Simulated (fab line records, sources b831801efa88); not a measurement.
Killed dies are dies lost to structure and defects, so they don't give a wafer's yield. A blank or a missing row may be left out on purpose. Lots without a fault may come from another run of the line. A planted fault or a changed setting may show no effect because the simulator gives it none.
A struck lot beside a sound one | flow gf180mcu | 19 steps out of a route of 602
Sound: wafers L150.3, L150.4, L150.5. Struck: wafers L157.2, L157.4, L157.5. The cause comes at the end.
At each step with rows: each side's tool, then ch and its chambers, then its first start. Under that, the readings that differ: sound wafers | struck wafers | difference of the means | sigmas: that difference in standard deviations of wafers without a fault.
alike: readings whose means differ by less than 2 such deviations, and words and numbers that are the same on both sides. not compared: withheld readings, readings that some wafer has no value for, bounds like >300 that may hide the same value, and numbers for which the record gives no deviation and whose values overlap.
The two part at a step that has a row with sigmas, a row that says differs or no value, or rows on one side only. Numbers that don't overlap but have no deviation are shown without sigmas and don't part them. A reading that every wafer of one side lacks parts them only if that side has two wafers or more.

GF_V1_CMP_26: polishes, stops on SiO2, t overpolish 15 s, target thk 0 nm.
  sound on cmp-02 ch 1,2,3, day 22 03:05; struck on cmp-02 ch 0,1,3, day 23 22:50
  alike: motor_current_A, overpolish_run_s, time_to_endpoint_s
then, 1 step without rows for these wafers: GF_M2_SPUTTER_00 (material Ti, target thk 37.5 nm, time 150 s).
GF_M2_SPUTTER_01: material TiN, target thk 30 nm, time 25 s.
  sound on pvd_sputter-02, day 22 03:26; struck on pvd_sputter-04, day 23 23:14
  alike: throttle_valve_pct
then, 1 step without rows for these wafers: GF_M2_SPUTTER_02 (material AlCu, target thk 450 nm, time 23.9 s).
GF_M2_SPUTTER_03: material Ti, target thk 10 nm, time 6.7 s.
  sound on pvd_sputter-02, day 22 03:30; struck on pvd_sputter-04, day 23 23:17
  alike: throttle_valve_pct
GF_M2_SPUTTER_04: material TiN, target thk 50 nm, time 41.7 s.
  sound on pvd_sputter-02, day 22 03:31; struck on pvd_sputter-04, day 23 23:19
  alike: throttle_valve_pct
GF_M2_RS_MEAS_05: measures by four-point-probe.
  sound on film_metro-03, day 22 03:36; struck on film_metro-02, day 23 23:22
  alike: M2_ALCU_RS
GF_M2_THK_MEAS_06: measures by xrf.
  sound on film_metro-03, day 22 03:42; struck on film_metro-02, day 23 23:29
  alike: M2_ALCU_THK
then, 4 steps without rows for these wafers: GF_M2_DEHYDRATE_07 (time 60 s); GF_M2_HMDS_08 (prime time 60 s); GF_M2_COAT_09 (resist thk 1000 nm); GF_M2_SOFTBAKE_10 (time 60 s).
GF_M2_EXPOSE_11: exposes mask Metal2, target cd 280 nm.
  sound on krf_scanner-02 ch 0, day 22 15:13; struck on krf_scanner-02 ch 0, day 24 10:23
  alike: mask
then, 2 steps without rows for these wafers: GF_M2_PEB_12 (peb time 90 s); GF_M2_DEVELOP_13 (develop time 60 s).
GF_M2_CD_MEAS_14: target cd 280 nm.
  sound on cd_sem-02, day 23 02:58; struck on cd_sem-02, day 24 21:56
  reading    | sound             | struck            | difference | sigmas
  cd_nm (nm) | 280.7 279.8 280.5 | 230.3 240.6 221.1 | -49.7      | -45
  not compared: hold
GF_M2_OVL_MEAS_15:
  sound on overlay-01, day 23 03:04; struck on overlay-02, day 24 23:51
  reading | sound | struck                                                                     | difference                   | sigmas
  hold    | - - - | await_dispo/1.8h/release await_dispo/1.8h/release await_dispo/1.8h/release | no value on the sound wafers |
  alike: M2_OVL
GF_M2_METAL_ETCH_16: etches the open film in Cl2/BCl3, stops on SiO2, target depth 627.5 nm, time 104.6 s.
  sound on rie_metal-02 ch 0,1, day 23 03:07; struck on rie_metal-04 ch 1, day 24 23:53
  reading                     | sound             | struck          | difference | sigmas
  drypump_motor_current_A (A) | 6.37 5.99 6.29    | 5.79 5.79 5.78  | -0.43      | -2
  model.M2.cd_nm (nm)         | 278.1 278.3 280.4 | 233.6 245 221.4 | -45.6      |
  alike: oes_product_au, rf_fwd_power_W, throttle_valve_pct
  not compared: rf_hours_counter_h
GF_M2_STRIP_17: strips in O2/N2.
  sound on plasma_asher-04 ch 0,1, day 23 03:14; struck on plasma_asher-01 ch 0,1, day 25 00:00
  reading                      | sound          | struck         | difference | sigmas
  strip_time_to_endpoint_s (s) | 7.93 7.85 7.88 | 7.80 7.81 7.82 | -0.08      | -2
  alike: drypump_motor_current_A, heater_power_w, oes_product_au
  not compared: rf_hours_counter_h

WHERE THEY PART
First at GF_M2_CD_MEAS_14; last, within this record, at GF_M2_STRIP_17.

WHY: what the simulator had put in
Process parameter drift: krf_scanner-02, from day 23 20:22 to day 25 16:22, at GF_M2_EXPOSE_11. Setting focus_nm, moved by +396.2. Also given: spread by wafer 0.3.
